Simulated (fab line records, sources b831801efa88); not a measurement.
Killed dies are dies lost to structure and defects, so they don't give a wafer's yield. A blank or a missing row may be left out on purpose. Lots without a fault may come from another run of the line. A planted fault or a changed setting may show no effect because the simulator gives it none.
A struck lot beside a sound one | flow sky130 | 23 steps out of a route of 708
Sound: wafers L652.1, L652.2, L652.5. Struck: wafers L658.2, L658.3, L658.4. The cause comes at the end.
At each step with rows: each side's tool, then ch and its chambers, then its first start. Under that, the readings that differ: sound wafers | struck wafers | difference of the means | sigmas: that difference in standard deviations of wafers without a fault.
alike: readings whose means differ by less than 2 such deviations, and words and numbers that are the same on both sides. not compared: withheld readings, readings that some wafer has no value for, bounds like >300 that may hide the same value, and numbers for which the record gives no deviation and whose values overlap.
The two part at a step that has a row with sigmas, a row that says differs or no value, or rows on one side only. Numbers that don't overlap but have no deviation are shown without sigmas and don't part them. A reading that every wafer of one side lacks parts them only if that side has two wafers or more.

first, 1 step without rows for these wafers: SKY_CAP2M_DEVELOP_11 (develop time 60 s).
SKY_CAP2M_OVL_MEAS_12:
  sound on overlay-01, day 43 18:33; struck on overlay-01, day 45 08:30
  alike: CAP2M_OVL
SKY_CAP2M_METAL_ETCH_13: etches TiN in Cl2/BCl3, stops on SiO2, target depth 220 nm, time 62.9 s.
  sound on rie_metal-01 ch 0,1, day 43 18:35; struck on rie_metal-02 ch 0,1, day 45 08:32
  alike: drypump_motor_current_A, oes_product_au, throttle_valve_pct
  not compared: rf_hours_counter_h
SKY_CAP2M_STRIP_14: strips in O2/N2.
  sound on plasma_asher-02 ch 0,1, day 43 18:40; struck on plasma_asher-02 ch 0,1, day 45 08:37
  reading               | sound             | struck            | difference | sigmas
  oes_product_au (a.u.) | 0.698 0.702 0.705 | 0.708 0.717 0.713 | +0.011     | +2
  alike: drypump_motor_current_A, strip_time_to_endpoint_s
  not compared: rf_hours_counter_h
then, 8 steps without rows for these wafers: SKY_CAP2M_STRIP_15 (strips in post etch residue remover, time 1200 s); SKY_CAP2M_CLEAN_16 (cleans in IPA, time 180 s); SKY_CAP2M_CLEAN_17 (cleans in O3/DIW); SKY_METAL4_DEHYDRATE_05 (time 60 s); SKY_METAL4_HMDS_06 (prime time 60 s); SKY_METAL4_COAT_07 (resist thk 60 nm); SKY_METAL4_COAT_08 (resist thk 1140 nm); SKY_METAL4_SOFTBAKE_09 (time 90 s).
SKY_METAL4_EXPOSE_10: exposes mask MM4, target cd 300 nm.
  sound on krf_scanner-02 ch 0, day 44 07:18; struck on krf_scanner-01 ch 0, day 45 20:49
  reading              | sound             | struck            | difference | sigmas
  exposure_dose_mJ_cm2 | 28.01 28.02 28.05 | 25.04 24.99 25.02 | -3.01      | -94
  alike: mask
then, 2 steps without rows for these wafers: SKY_METAL4_PEB_11; SKY_METAL4_DEVELOP_12 (develop time 60 s).
SKY_METAL4_CD_MEAS_13: target cd 300 nm.
  sound on cd_sem-01, day 44 18:59; struck on cd_sem-02, day 46 07:34
  reading    | sound             | struck            | difference | sigmas
  cd_nm (nm) | 298.5 296.3 297.7 | 318.3 317.5 316.9 | +20.1      | +13
SKY_METAL4_OVL_MEAS_14:
  sound on overlay-02, day 44 19:07; struck on overlay-02, day 46 07:41
  alike: METAL4_OVL
SKY_METAL4_DESCUM_15: chemistry O2, time 8 s.
  sound on rie_metal-04 ch 0,1, day 44 19:09; struck on rie_metal-01 ch 0,1, day 46 07:43
  reading                 | sound             | struck          | difference | sigmas
  model.METAL4.cd_nm (nm) | 297.7 296.8 296.8 | 318 317.2 317.2 | +20        |
  alike: drypump_motor_current_A, oes_product_au
  not compared: rf_hours_counter_h
SKY_METAL4_ETCH_16: etches BARC in N2/H2, stops on SiO2, time 88.2 s, target depth 60 nm.
  sound on rie_metal-04 ch 0,1, day 44 19:11; struck on rie_metal-01 ch 0,1, day 46 07:44
  alike: drypump_motor_current_A, oes_product_au, throttle_valve_pct
  not compared: rf_hours_counter_h
SKY_METAL4_ETCH_17: etches SiO2 in C4F8/O2/Ar, stops on TiN, time 3.9 s, target depth 15 nm.
  sound on rie_diel-03 ch 0,1, day 44 19:17; struck on rie_diel-01 ch 0,2,3, day 46 07:50
  alike: oes_product_au
  not compared: rf_hours_counter_h
SKY_METAL4_METAL_ETCH_18: etches the open film in Cl2/BCl3, stops on SiO2, target depth 845 nm, time 183.1 s.
  sound on rie_metal-03 ch 0,1, day 44 19:18; struck on rie_metal-04 ch 0,1, day 46 07:52
  reading                 | sound             | struck          | difference | sigmas
  model.METAL4.cd_nm (nm) | 296.9 293.5 291.3 | 320.2 316 319.4 | +24.6      |
  alike: drypump_motor_current_A, oes_product_au, throttle_valve_pct
  not compared: rf_hours_counter_h
SKY_METAL4_STRIP_19: strips in O2/N2.
  sound on plasma_asher-02 ch 0,1, day 44 19:29; struck on plasma_asher-01 ch 0,1, day 46 08:02
  alike: drypump_motor_current_A, oes_product_au, strip_time_to_endpoint_s
  not compared: rf_hours_counter_h
-- the record jumps here: 4 days lie between the struck wafers' starts before and after (it left off in module METAL4 and takes up again in module PAD_OPEN, whose first step shown is number 708 of the route) --
SKY_PAD_OPEN_PROBE_99:
  sound on prober-01, day 48 16:35; struck on prober-01, day 50 00:16
  reading                        | sound               | struck              | difference | sigmas
  killed_at_contacts             | 37 22 33            | 19 19 17            | -12        | -2
  model.etest.met4.width_nm (nm) | 297.1 294.9 292.5   | 322.1 320.8 319.9   | +26.1      |
  model.etest.met4.line_ohm_um   | 0.1414 0.145 0.1445 | 0.133 0.1316 0.1314 | -0.012     |
  alike: defect_limited_yield, killed_at_M0_to_M3, killed_at_M4_up, killed_at_front_end, killed_at_other, killed_dies, killed_open, killed_short, sort_bin_3_pad_short, sort_bin_5_function, sort_bin_6_memory, sort_n_pass, sort_yield_pct

WHERE THEY PART
First at SKY_CAP2M_STRIP_14; last, within this record, at SKY_PAD_OPEN_PROBE_99.

WHY: what the simulator had put in
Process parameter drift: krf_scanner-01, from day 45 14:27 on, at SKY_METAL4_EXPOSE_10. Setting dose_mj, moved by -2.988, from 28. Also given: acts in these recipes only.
